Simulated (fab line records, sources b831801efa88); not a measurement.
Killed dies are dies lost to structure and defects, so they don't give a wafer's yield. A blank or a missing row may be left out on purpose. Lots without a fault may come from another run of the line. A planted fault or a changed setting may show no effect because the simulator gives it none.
Chamber matching | flow sky130 | SKY_LI_CONTACT_CMP_24 on cmp-02: 4 sister chambers
The step polishes, stops on PSG, t overpolish 20 s, target thk 0 nm. 8 wafers are shown with their chamber, then 12 later ones without.

WAFERS WITH THEIR CHAMBER
wafer  | chamber | motor_current_A (A) | time_to_endpoint_s (s)
L085.1 | 2       | 12.6                | 96
L085.3 | 0       | 9.1                 | 93
L086.3 | 1       | 10.6                | 98
L086.4 | 3       | 11.5                | 97
L086.6 | 2       | 13.1                | 91
L089.3 | 0       | 9.3                 | 97
L089.4 | 1       | 10.0                | 103
L089.5 | 3       | 11.7                | 96

WAFERS WITHOUT THEIR CHAMBER
wafer  | motor_current_A (A) | time_to_endpoint_s (s)
L092.2 | 10.2                | 100
L092.3 | 11.9                | 97
L092.4 | 12.5                | 99
L093.2 | 13.0                | 92
L093.5 | 13.1                | 87
L093.6 | 11.6                | 97
L095.2 | 12.6                | 89
L095.4 | 11.5                | 91
L095.5 | 9.5                 | 93
L094.1 | 10.2                | 103
L094.4 | 12.0                | 99
L094.5 | 10.8                | 105

WHICH CHAMBER EACH WENT THROUGH
wafer  | from the rows above     | in truth
L092.2 | 1                       | 1
L092.3 | 3                       | 3
L092.4 | can't be placed: 2 or 3 | 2
L093.2 | 2                       | 2
L093.5 | 2                       | 2
L093.6 | 3                       | 3
L095.2 | 2                       | 2
L095.4 | 3                       | 3
L095.5 | 0                       | 0
L094.1 | 1                       | 1
L094.4 | can't be placed: 3 or 2 | 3
L094.5 | can't be placed: 1 or 3 | 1
Placed correctly: 9 of 12. Can't be placed from these rows: 3 (the true chamber is among the candidates in 3). Placed wrongly: 0.
How it was worked out, from the rows above alone: a wafer's distance from a chamber is the root of the sum, over the readings, of the square of ((its reading less the chamber's mean) divided by the reading's scatter). The wafer belongs to the nearest chamber; if the next one is less than 2 further off, it can't be placed. A chamber's mean is the mean of its shown wafers. The scatter: the root of (the sum of the squares of (reading less its chamber's mean) over the shown wafers, divided by (wafers less chambers)).
